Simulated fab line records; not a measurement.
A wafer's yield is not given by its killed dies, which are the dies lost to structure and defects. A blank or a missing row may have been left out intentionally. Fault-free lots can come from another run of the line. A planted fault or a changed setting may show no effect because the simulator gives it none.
The tool behind it: which one? ; flow gf180mcu ; Sampling: 15 lots, 45 wafers, 2 of 602 route steps

WHAT THE GAUGES READ, wafer by wafer
GF_SAB_THK_MEAS_01. Usual: for SAB_CVD_00_THK the level is 49.5 nm and the standard deviation is 0.74.
lot;measured;on;SAB_CVD_00_THK (nm);flag
L418;day 14 12:43;filmMetro-04;50.3 50.4 50.6;
L422;day 15 22:48;filmMetro-03;49.6 50.2 49.3;
L423;day 16 08:05;filmMetro-03;48.1 49.1 49.3;
L425;day 17 05:05;filmMetro-01;48.9 49.9 49.9;
L427;day 17 18:20;filmMetro-04;49.5 49.4 49.8;
L428;day 18 02:52;filmMetro-04;48.1 48.9 49.9;
L429;day 18 11:11;filmMetro-04;49.0 48.4 48.8;
L430;day 18 17:37;filmMetro-04;49.1 48.0 50.1;
L431;day 19 02:58;filmMetro-03;49.8 49.1 49.9;
L432;day 19 07:38;filmMetro-04;47.9 49.6 49.9;
L433;day 19 19:50;filmMetro-03;48.6 48.0 49.0;
L434;day 20 06:25;filmMetro-04;49.2 50.1 49.9;
L435;day 20 11:03;filmMetro-03;50.1 49.0 51.7;
L438;day 21 14:11;filmMetro-03;49.8 49.2 50.8;
L439;day 21 20:07;filmMetro-03;49.3 49.8 50.7;

WHICH TOOL RAN EACH LOT (tool, then ch and the chambers of the sampled wafers, then the start)
lot;GF_NSD_STRIP_11
L418;plasmaAsher-01 ch 0,1, day 13 15:14
L422;plasmaAsher-04 ch 0,1, day 15 00:34
L423;plasmaAsher-04 ch 0,1, day 15 09:47
L425;plasmaAsher-04 ch 0,1, day 16 06:41
L427;plasmaAsher-03 ch 0,1, day 16 19:09
L428;plasmaAsher-04 ch 0,1, day 17 03:07
L429;plasmaAsher-01 ch 0,1, day 17 11:02
L430;plasmaAsher-01 ch 0,1, day 17 17:27
L431;plasmaAsher-04 ch 0,1, day 18 02:17
L432;plasmaAsher-01 ch 0,1, day 18 07:11
L433;plasmaAsher-01 ch 0,1, day 18 18:29
L434;plasmaAsher-01 ch 1, day 19 04:42
L435;plasmaAsher-04 ch 0,1, day 19 09:28
L438;plasmaAsher-03 ch 0,1, day 20 13:47
L439;plasmaAsher-04 ch 0,1, day 20 19:16
- GF_NSD_STRIP_11: strips in O2/N2.

WHAT THE TOOLS THEMSELVES READ (means of the sampled wafers that have a number; where no wafer has one, the mark that the record gives instead)
GF_NSD_STRIP_11. Usual: drypumpMotorCurrentA 5.6 A, standard deviation 0.34; heaterPowerW 311 W, standard deviation 37; oesProductAu 0.487 a.u., standard deviation 0.0047; stripTimeToEndpointS 22.97 s, standard deviation 0.033.
lot;tool;drypumpMotorCurrentA (A);heaterPowerW (W);oesProductAu (a.u.);stripTimeToEndpointS (s);flag
L418;plasmaAsher-01;5.9;350;0.496;22.96;
L422;plasmaAsher-04;5.3;303;0.490;22.94;
L423;plasmaAsher-04;5.4;304;0.484;23.02;
L425;plasmaAsher-04;5.4;298;0.490;22.99;
L427;plasmaAsher-03;5.6;293;0.490;22.97;
L428;plasmaAsher-04;5.4;294;0.490;22.95;
L429;plasmaAsher-01;6.1;320;0.484;22.98;
L430;plasmaAsher-01;6.1;320;0.489;22.97;
L431;plasmaAsher-04;5.4;302;0.484;22.97;
L432;plasmaAsher-01;6.0;324;0.487;23.00;
L433;plasmaAsher-01;5.9;354;0.490;22.95;
L434;plasmaAsher-01;6.2;289;0.486;22.99;
L435;plasmaAsher-04;5.4;301;0.489;22.92;
L438;plasmaAsher-03;5.4;295;0.485;23.00;
L439;plasmaAsher-04;5.4;293;0.488;22.93;

THE ANSWER, worked out from the rows above alone
Rule: a lot counts as off when the mean over its wafers that have a number is more than 3 standard deviations away from the usual mean. A lot without any number at a reading at which 4 lots or more have one is off too. The other lots that the step has rows for count as sound. After the gauges, taken in route order, come the tools' own readings; for these a lot's mean is taken, as printed above. At the first step where some lot is off, the reading lying furthest off is the one used; lots without a number count as furthest.
Across all readings shown, no lot is off: no conclusion can be drawn from this.

WHAT WAS PUT IN BY THE SIMULATOR
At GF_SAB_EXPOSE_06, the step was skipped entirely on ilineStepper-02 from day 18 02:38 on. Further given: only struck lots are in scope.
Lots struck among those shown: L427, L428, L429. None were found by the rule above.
